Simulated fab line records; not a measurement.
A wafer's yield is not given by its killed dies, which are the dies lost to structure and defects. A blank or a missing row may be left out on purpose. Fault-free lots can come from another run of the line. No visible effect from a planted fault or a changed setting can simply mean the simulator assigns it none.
fab line records | flow sky130
[record] lots = 4 | wafers = 12 | last_day = 49
route steps=708 shown METAL4@627 VIA4@639 METAL5@661 PAD_OPEN@708
lots that met no fault: taken from a fault-free run of the same line
start_h: start of the lot's first displayed wafer, in hours after the record's first day | wait_h: hours from the lot's prior step to this one | " same as the row above | L1.1+2: several wafers, shown together as one row | - no value, or no start was given | * or withheld: withheld | < > ~ a bound
route shown NAME@n: a module of which the file shows steps, and the number in the route of the first | usual: the fault-free wafers' mean and standard deviation | same: alike in all rows | chamber/n: place in a boat | sites: each site's reading | _std_site: standard deviation across them | _edge_site: the outer-site mean with the inner-site mean subtracted | radius_mm: how far each site lies from the wafer's centre | mask NAME#n: copy n | behind: the tool/chamber that last shaped the wafer | hold: what put the lot on hold/how long, in hours/how the hold closed | device: the n, p or np transistor that did not switch | end of line: the route-end tests of the same wafers | for a step that has no rows: nothing shown but its recipe | killed: not the wafer's yield, but the dies lost to structure and defects at the first sort | map: per-die view of a wafer (x killed, . not killed, _ where there is no die)
set.NAME: the run value of the setting; set.NAME@STEP: its run value at that earlier step | model.NAME: the simulator's own value behind a step, which no gauge read
a table for each step, a row for each wafer; lots at some steps of the route
services: when a tool's chamber went out of use (start_h, in hours from the record's first day, below 0 if earlier), for how many hours, and the reason
[[steps]]
[step SKY_METAL4_PEB_11]
[recipe] peb_temp_c = withheld | peb_time_s = withheld | resist = KrF-thick
[step SKY_METAL4_DEVELOP_12]
[recipe] develop_time_s = 60 | resist = KrF-thick | dev_temp_c = 21
[step SKY_METAL4_DESCUM_15]
[recipe] chemistry = O2 | source_power_w = 150 | bias_power_w = 0 | pressure_mtorr = 10 | temp_c = 40 | time_s = 8
[step SKY_METAL4_ETCH_16]
[recipe] chemistry = N2/H2 | target = BARC | ion_energy_ev = 200 | bias_w = 100 | pressure_mtorr = 30 | n2_flow_sccm = 100 | h2_flow_sccm = 200 | icp_w = 500 | stop_on = SiO2 | time_s = 88.2 | target_depth_a = 600
[step SKY_METAL4_ETCH_17]
[recipe] target = SiO2 | stop_on = TiN | chemistry = C4F8/O2/Ar | source_w = 1500 | bias_w = 1200 | pressure_mtorr = 40 | c4f8_flow_sccm = withheld | O2_flow_sccm = 6 | Ar_flow_sccm = 300 | time_s = 3.9 | target_depth_a = 150
[step SKY_METAL4_METAL_ETCH_18]
[recipe] target_depth_a = 8450 | stop_on = SiO2 | over_etch_frac = 0.3 | time_s = 183.1 | chemistry = Cl2/BCl3 | resist_sidewall_deg = 88 | pressure_mtorr = 10 | icp_w = 900 | bias_w = 48.5 | Cl2_flow_sccm = 60 | bcl3_flow_sccm = 30
[step SKY_METAL4_STRIP_19]
[recipe] chemistry = O2/N2 | power_w = 1400 | pressure_mtorr = 1500 | platen_temp_c = withheld | o2_flow_sccm = 3000 | n2_flow_sccm = 300 | overash_fraction = 0.5
[step SKY_METAL4_STRIP_20]
[recipe] chemistry = post_etch_residue_remover | time_s = 1200 | temp_c = 72.5
[step SKY_METAL4_CLEAN_21]
[recipe] chemistry = IPA | time_s = 180 | temp_c = 25
[step SKY_METAL4_CLEAN_22]
[recipe] chemistry = O3/DIW | dry = n2_spin
[step SKY_VIA4_HDPCVD_00]
[recipe] material = SiO2 | target_thk_nm = 1750 | sigma_open_frac = 0.3 | time_s = 291.7 | temp_c = 400 | sih4_flow_sccm = 60 | pressure_mtorr = 6
lot.wafer  | tool      | chamber | start_h | wait_h
L607.2+4+5 | hdpcvd-01 | 1,1,0   | 986.23  | 0.0
L611.2+4+5 | hdpcvd-02 | 1,0,2   | 1008.96 | 0.0
L612.1+2+6 | hdpcvd-02 | 1,2,0   | 1013.20 | 0.0
L626.2+5+6 | hdpcvd-02 | 2,0,1   | 1103.46 | 0.0
[step SKY_VIA4_CMP_02]
[recipe] material = SiO2 | down_force_psi = 4 | platen_rpm = 60 | pad_velocity_m_s = 0.94248
[step SKY_VIA4_DEHYDRATE_04]
[recipe] temp_c = 200 | time_s = 60
[step SKY_VIA4_HMDS_05]
[recipe] prime_time_s = 60 | prime_temp_c = 120
[step SKY_VIA4_COAT_06]
[recipe] resist = NOVOLAK | spin_rpm = 2966 | resist_thk_nm = 1140
[step SKY_VIA4_SOFTBAKE_07]
[recipe] temp_c = 90 | time_s = 60 | resist = NOVOLAK
[step SKY_VIA4_EXPOSE_08]
[recipe] mask_id = VIM4 | na = 0.6 | source_shape = conventional | sigma_outer = 0.6 | polarization = unpolarized | target_cd_nm = 800 | dose_mj = 132
[step SKY_VIA4_PEB_09]
[recipe] temp_c = withheld | time_s = * | resist = NOVOLAK
[step SKY_VIA4_DEVELOP_10]
[recipe] resist = NOVOLAK | developer = TMAH | develop_time_s = 60 | dev_temp_c = 23
[step SKY_VIA4_ETCH_12]
[recipe] target = SiO2 | chemistry = C4F8/O2/Ar | stop_on = TiN | mask_material = NOVOLAK | source_w = 1500 | bias_w = 1200 | pressure_mtorr = 40 | c4f8_flow_sccm = withheld | O2_flow_sccm = 6 | Ar_flow_sccm = 300 | time_s = withheld | target_depth_a = 5800
[step SKY_VIA4_STRIP_13]
[recipe] chemistry = O2/N2 | power_w = 1400 | pressure_mtorr = 1500 | platen_temp_c = withheld | o2_flow_sccm = 3000 | n2_flow_sccm = 300 | overash_fraction = 0.5
[step SKY_VIA4_STRIP_14]
[recipe] chemistry = post_etch_residue_remover | time_s = 1200 | temp_c = 72.5
[step SKY_VIA4_CLEAN_15]
[recipe] chemistry = IPA | time_s = 180 | temp_c = 25
[step SKY_VIA4_CLEAN_16]
[recipe] chemistry = O3/DIW | dry = n2_spin
[step SKY_VIA4_SPUTTER_17]
[recipe] material = TiN | target_thk_nm = 20 | chamber_pressure_pa = 5 | power_w = 4000 | time_s = 80
[step SKY_VIA4_CVD_18]
[recipe] material = W | target_thk_nm = 505 | time_s = 152.14 | temp_c = 400 | pressure_torr = 40
[step SKY_VIA4_CMP_21]
[recipe] stop_on = SiO2 | t_overpolish_s = 25 | down_force_psi = 3.5 | platen_rpm = 60 | target_thk_nm = 0 | pad_velocity_m_s = 0.94248
[step SKY_METAL5_SPUTTER_00]
[recipe] material = Ti | target_thk_nm = 15 | power_w = 3000 | time_s = 10 | chamber_pressure_pa = 0.4
[step SKY_METAL5_SPUTTER_01]
[recipe] material = TiN | target_thk_nm = 20 | power_w = 6500 | time_s = 16.7 | chamber_pressure_pa = 0.4
[step SKY_METAL5_SPUTTER_02]
[recipe] material = AlCu | target_thk_nm = 1150 | power_w = 10600 | time_s = 61.2 | chamber_pressure_pa = 0.4
[step SKY_METAL5_SPUTTER_03]
[recipe] material = Ti | target_thk_nm = 5 | power_w = 3000 | time_s = 3.3 | chamber_pressure_pa = 0.4132
[step SKY_METAL5_SPUTTER_04]
[recipe] material = TiN | target_thk_nm = 70 | power_w = 6500 | time_s = 58.3 | chamber_pressure_pa = 0.4
[step SKY_METAL5_DEHYDRATE_07]
[recipe] temp_c = 200 | time_s = 60
[step SKY_PAD_OPEN_PROBE_99]
[usual] defect_limited_yield = 82.6/1.8 | killed_at_M0_to_M3 = 43/6.6 | killed_at_M4_up = 3.4/1.8 | killed_at_contacts = 24/4.9 | killed_at_front_end = 15/4.1 | killed_at_other = 0.3/0.55 | killed_dies = 85/8.8 | killed_open = 46/6.1 | killed_short = 39/5.7 | sort_bin_3_pad_short = 0.9/0.41 | sort_bin_5_function = 10.1/1.5 | sort_bin_6_memory = 6.4/1 | sort_n_pass = 407/8.8 | sort_yield_pct = 82.6/1.8
[same] gross_dies = 492 | killed_at_back_side = 0 | sort_bin_4_leakage[%] = 0 | sort_bin_8_speed[%] = 0
lot.wafer | tool      | chamber | start_h | wait_h | hold                     | defect_limited_yield[%] | killed_at_M0_to_M3 | killed_at_M4_up | killed_at_contacts | killed_at_front_end | killed_at_other | killed_dies | killed_open | killed_short | sort_bin_3_pad_short[%] | sort_bin_5_function[%] | sort_bin_6_memory[%] | sort_n_pass | sort_yield_pct[%] | model.etest.tester.sort_n_pass | model.etest.tester.sort_yield_pct | model.etest.tester.sort_bin_5_pct | model.etest.tester.sort_bin_3_pct
L607.2    | prober-02 | -       | 1081.48 | 0.1    | -                        | 80.7                    | 42                 | 1               | 26                 | 26                  | 0               | 95          | 56          | 39           | 1.2                     | 12.0                   | 6.1                  | 397         | 80.7              | 397                            | 80.69                             | 11.99                             | 1.22
L607.4    | prober-02 | -       | 1081.58 | 0.2    | -                        | 79.1                    | 46                 | 2               | 25                 | 29                  | 1               | 103         | 60          | 43           | 1.0                     | 13.6                   | 6.3                  | 389         | 79.1              | 389                            | 79.06                             | 13.62                             | 1.016
L607.5    | prober-02 | -       | 1081.63 | 0.2    | -                        | 78.7                    | 50                 | 3               | 37                 | 15                  | 0               | 105         | 60          | 45           | 1.0                     | 12.8                   | 7.5                  | 387         | 78.7              | 387                            | 78.66                             | 12.8                              | 1.016
L611.2    | prober-02 | -       | 1102.06 | 0.1    | await_dispo/1.4h/release | 74.6                    | 37                 | 45              | 27                 | 16                  | 0               | 125         | 48          | 36           | 2.2                     | 13.8                   | 9.3                  | 367         | 74.6              | 367                            | 74.59                             | 13.82                             | 2.236
L611.4    | prober-02 | -       | 1102.16 | 0.2    | await_dispo/1.4h/release | 80.5                    | 44                 | 19              | 21                 | 12                  | 0               | 96          | 47          | 31           | 1.8                     | 11.4                   | 6.3                  | 396         | 80.5              | 396                            | 80.49                             | 11.38                             | 1.829
L611.5    | prober-02 | -       | 1102.21 | 0.2    | await_dispo/1.4h/release | 76.2                    | 45                 | 37              | 19                 | 15                  | 1               | 117         | 45          | 37           | 3.3                     | 14.6                   | 5.9                  | 375         | 76.2              | 375                            | 76.22                             | 14.63                             | 3.252
L612.1    | prober-01 | -       | 1104.39 | 0.1    | await_dispo/2.6h/release | 78.3                    | 35                 | 41              | 24                 | 7                   | 0               | 107         | 38          | 29           | 2.6                     | 12.4                   | 6.7                  | 385         | 78.3              | 385                            | 78.25                             | 12.4                              | 2.642
L612.2    | prober-01 | -       | 1104.44 | 0.1    | await_dispo/2.6h/release | 75.6                    | 46                 | 40              | 23                 | 11                  | 0               | 120         | 47          | 38           | 1.8                     | 14.4                   | 8.1                  | 372         | 75.6              | 372                            | 75.61                             | 14.43                             | 1.829
L612.6    | prober-01 | -       | 1104.64 | 0.2    | await_dispo/2.6h/release | 83.1                    | 27                 | 18              | 21                 | 17                  | 0               | 83          | 39          | 28           | 1.8                     | 8.3                    | 6.7                  | 409         | 83.1              | 409                            | 83.13                             | 8.333                             | 1.829
L626.2    | prober-01 | -       | 1183.56 | 0.1    | -                        | 79.9                    | 56                 | 5               | 19                 | 19                  | 0               | 99          | 48          | 50           | 2.0                     | 12.0                   | 6.1                  | 393         | 79.9              | 393                            | 79.88                             | 11.99                             | 2.033
L626.5    | prober-01 | -       | 1183.71 | 0.2    | -                        | 82.3                    | 47                 | 1               | 26                 | 13                  | 0               | 87          | 51          | 36           | 0.6                     | 11.2                   | 5.9                  | 405         | 82.3              | 405                            | 82.32                             | 11.18                             | 0.6098
L626.6    | prober-01 | -       | 1183.76 | 0.2    | -                        | 81.1                    | 52                 | 6               | 23                 | 12                  | 0               | 93          | 46          | 47           | 0.4                     | 11.6                   | 6.9                  | 399         | 81.1              | 399                            | 81.1                              | 11.59                             | 0.4065
// killed by level:class
L607.2 VIA1:geometric_particle:open=14 LI_CONTACT:geometric_particle:open=10 CONTACT:geometric_particle:open=9 VIA3:geometric_particle:open=9 FIELD_ISO:geometric_particle:short=6 FIELD_ISO:geometric_particle:open=6 POLY_GATE:geometric_particle:short=6 POLY_GATE:geometric_particle:open=4
L607.4 VIA1:geometric_particle:open=12 CONTACT:geometric_particle:open=11 FIELD_ISO:geometric_particle:open=8 VIA3:geometric_particle:open=8 CONTACT:geometric_particle:short=7 POLY_GATE:geometric_particle:short=7 METAL1:geometric_particle:short=6 METAL2:geometric_particle:short=6
L607.5 CONTACT:geometric_particle:open=17 VIA1:geometric_particle:open=16 VIA2:geometric_particle:open=8 CONTACT:geometric_particle:short=7 VIA3:geometric_particle:short=5 LI_CONTACT:geometric_particle:short=5 LI_CONTACT:geometric_particle:open=5 VIA1:geometric_particle:short=5
L611.2 VIA4:unspecified=41 VIA1:geometric_particle:open=12 LI_CONTACT:geometric_particle:open=9 CONTACT:geometric_particle:open=7 CONTACT:geometric_particle:short=6 VIA2:geometric_particle:open=6 FIELD_ISO:geometric_particle:short=5 VIA1:geometric_particle:short=5
L611.4 VIA4:unspecified=18 LI_CONTACT:geometric_particle:open=10 VIA1:geometric_particle:open=8 VIA2:geometric_particle:open=7 CONTACT:geometric_particle:open=6 METAL1:geometric_particle:short=5 METAL2:geometric_particle:short=5 VIA1:geometric_particle:short=5
L611.5 VIA4:unspecified=35 VIA2:geometric_particle:open=12 VIA1:geometric_particle:open=10 METAL2:geometric_particle:short=7 CONTACT:geometric_particle:open=6 POLY_GATE:geometric_particle:open=4 VIA2:geometric_particle:short=4 LI_CONTACT:geometric_particle:open=4
L612.1 VIA4:unspecified=40 CONTACT:geometric_particle:open=12 VIA1:geometric_particle:open=12 METAL1:geometric_particle:short=9 CONTACT:geometric_particle:short=5 METAL2:geometric_particle:short=5 LI_CONTACT:geometric_particle:short=4 LI_CONTACT:geometric_particle:open=3
L612.2 VIA4:unspecified=35 CONTACT:geometric_particle:open=11 VIA1:geometric_particle:open=10 VIA2:geometric_particle:open=8 VIA3:geometric_particle:short=7 METAL2:geometric_particle:short=7 VIA1:geometric_particle:short=6 LI_CONTACT:geometric_particle:open=6
L612.6 VIA4:unspecified=16 CONTACT:geometric_particle:open=8 LI_CONTACT:geometric_particle:open=7 VIA3:geometric_particle:open=5 FIELD_ISO:geometric_particle:open=4 FIELD_ISO:geometric_particle:short=4 POLY_GATE:geometric_particle:short=4 VIA2:geometric_particle:open=4
L626.2 VIA1:geometric_particle:open=12 METAL1:geometric_particle:short=9 CONTACT:geometric_particle:open=8 VIA1:geometric_particle:short=8 VIA3:geometric_particle:open=7 POLY_GATE:geometric_particle:short=6 METAL2:geometric_particle:short=6 SPACER:geometric_particle:open=4
L626.5 VIA1:geometric_particle:open=10 VIA3:geometric_particle:open=9 CONTACT:geometric_particle:open=9 VIA2:geometric_particle:open=9 LI_CONTACT:geometric_particle:open=6 CONTACT:geometric_particle:short=6 FIELD_ISO:geometric_particle:short=3 POLY_GATE:geometric_particle:short=3
L626.6 VIA1:geometric_particle:open=11 VIA2:geometric_particle:open=9 METAL1:geometric_particle:short=8 CONTACT:geometric_particle:open=7 CONTACT:geometric_particle:short=7 METAL2:geometric_particle:short=6 VIA3:geometric_particle:open=6 VIA2:geometric_particle:short=5
// map L611.2 (x killed, . not)
__________x........._________
________...x.x........_______
______x..x..xx..x...x..._____
_____.....x......x...x...____
____..x...x...............___
___.xx.......x.....xx......__
__....................x....._
_..x....x............x......x
_....x........x..x........x.x
_.....x..xx......x.....x..x..
_.......x.......xx.........x.
_.x.x.............x.x....x...
_.........x.......x..x.xx....
_......x...xx........xxxxxx..
_...xxx...x....x...xxxxxxxx..
__......x.xx.......xxxxxxxxx_
___....x..xx......x.xxxxxxx__
____.x....x.......x.xxxxxx___
_____x.x......x.xxxxxxxxx____
______..x.x..x.......xxx_____
________.x...........x_______
__________.....xx..._________
// map L612.2 (x killed, . not)
__________........x._________
________..x..........x_______
______.................x_____
_____..x..xxx.....x......____
____....xx...........xx...___
___...xx........x..x...x...__
__........x......x...x......_
_.....x..xxx.x......xxx..x...
_x.xx..............x.......x.
_x.....x...x.....x......x....
_.....xx...x.x....x..........
_...xx.x....x.x.....x...x....
_........x..............xx...
_x.x.x.....x.x........x......
_.................x....x.....
__.x....x....x........x....x_
___x.x..x....x...x........x__
____...xx..xx..xx.....x...___
_____...xx.xxxxxxxxx.....____
______..xxxxxxxxxx......_____
________..xxxxxxxxx..._______
__________xxxxxxxxx._________
[[services]]
tool      | chamber | start_h | hours | kind
hdpcvd-02 | 0       | 965.25  | -     | clean
hdpcvd-02 | 1       | 965.25  | -     | clean
hdpcvd-02 | 2       | 965.25  | -     | clean
[[key]]
[first_sign] step = SKY_PAD_OPEN_PROBE_99 | reading = killed_at_M4_up | direction = up | sigmas = 16 | usual = 3.4 | struck = 33.3
[effect] step = SKY_PAD_OPEN_PROBE_99 | reading = sort_bin_3_pad_short | direction = up | sigmas = 3.4 | usual = 0.9 | struck = 2.3 | wafers_moved = 4
[model_effect] step = SKY_PAD_OPEN_PROBE_99 | value = etest.tester.sort_n_pass | without = 411.3 | struck = 384
met_at SKY_VIA4_HDPCVD_00
struck_wafers L611.2,L611.4,L611.5,L612.1,L612.2,L612.6
[fault] kind = chamber_particle_source | tool = hdpcvd-02 | chamber = - | onset_h = 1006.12 | steps = SKY_VIA4_HDPCVD_00 | rate_per_visit_cm2 = 0.73721 | end_h = 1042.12
